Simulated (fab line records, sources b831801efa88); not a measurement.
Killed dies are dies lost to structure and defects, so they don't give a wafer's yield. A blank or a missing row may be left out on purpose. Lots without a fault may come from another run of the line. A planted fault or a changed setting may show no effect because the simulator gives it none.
Which tool did it? | flow gf180mcu | 11 lots, 33 wafers sampled, at 2 steps of a route of 602

WHAT THE GAUGES READ, wafer by wafer
GF_HV_LDD_OVL_MEAS_47.
lot  | measured     | on         | HV_LDD_03_OVL (nm)
L423 | day 12 21:29 | overlay-01 | -3.6 -0.6 -0.9
L424 | day 13 00:32 | overlay-02 | -3.3 -1.0 -1.1
L433 | day 15 11:26 | overlay-01 | 0.0 1.1 -0.4
L434 | day 16 03:35 | overlay-02 | -0.3 -0.3 -0.8
L436 | day 16 21:11 | overlay-01 | -2.0 -2.6 -0.4
L437 | day 16 20:42 | overlay-02 | -0.8 -1.6 -1.5
L438 | day 17 11:48 | overlay-01 | 0.2 -0.9 -0.5
L440 | day 18 02:30 | overlay-01 | 0.6 0.4 -0.3
L442 | day 19 00:46 | overlay-01 | 0.8 -0.3 -1.0
L443 | day 19 07:37 | overlay-01 | 1.6 -0.5 -2.4
L446 | day 20 02:11 | overlay-02 | 0.3 0.6 -0.8

WHICH TOOL RAN EACH LOT (tool, then ch and the chambers of the sampled wafers, then the start)
lot  | GF_POLY_GATE_ETCH_12
L423 | rie_diel-04 ch 0,1, day 9 17:14
L424 | rie_diel-01 ch 0,1,2, day 9 19:26
L433 | rie_diel-02 ch 1,2,3, day 12 01:23
L434 | rie_diel-02 ch 0,1,2, day 12 12:32
L436 | rie_diel-04 ch 0,3, day 13 02:40
L437 | rie_diel-04 ch 0,1,3, day 13 05:14
L438 | rie_diel-01 ch 0,3, day 13 18:59
L440 | rie_diel-04 ch 1,2, day 14 09:17
L442 | rie_diel-02 ch 0,2,3, day 15 00:04
L443 | rie_diel-02 ch 2,3, day 15 06:41
L446 | rie_diel-02 ch 2,3, day 16 02:02
- GF_POLY_GATE_ETCH_12: etches BARC in N2/H2.

THE ANSWER, worked out from the rows above alone
Rule: what is usual is taken from the lots themselves. Put in order of their means at a reading, lots are off if they are a third of the lots or fewer, leave a main group of 4 or more, and stand apart from it by a gap of 3 or more times the standard deviation of the main group's means; of several such gaps the widest counts. A main group whose means are all the same, to the digits that the tables above print for the reading, isn't used. A lot without any number at a reading at which 4 lots or more have one is off too. The other lots that the step has rows for count as sound.
No lot is off at any reading shown: from this, nothing can be told.

WHAT THE SIMULATOR HAD PUT IN
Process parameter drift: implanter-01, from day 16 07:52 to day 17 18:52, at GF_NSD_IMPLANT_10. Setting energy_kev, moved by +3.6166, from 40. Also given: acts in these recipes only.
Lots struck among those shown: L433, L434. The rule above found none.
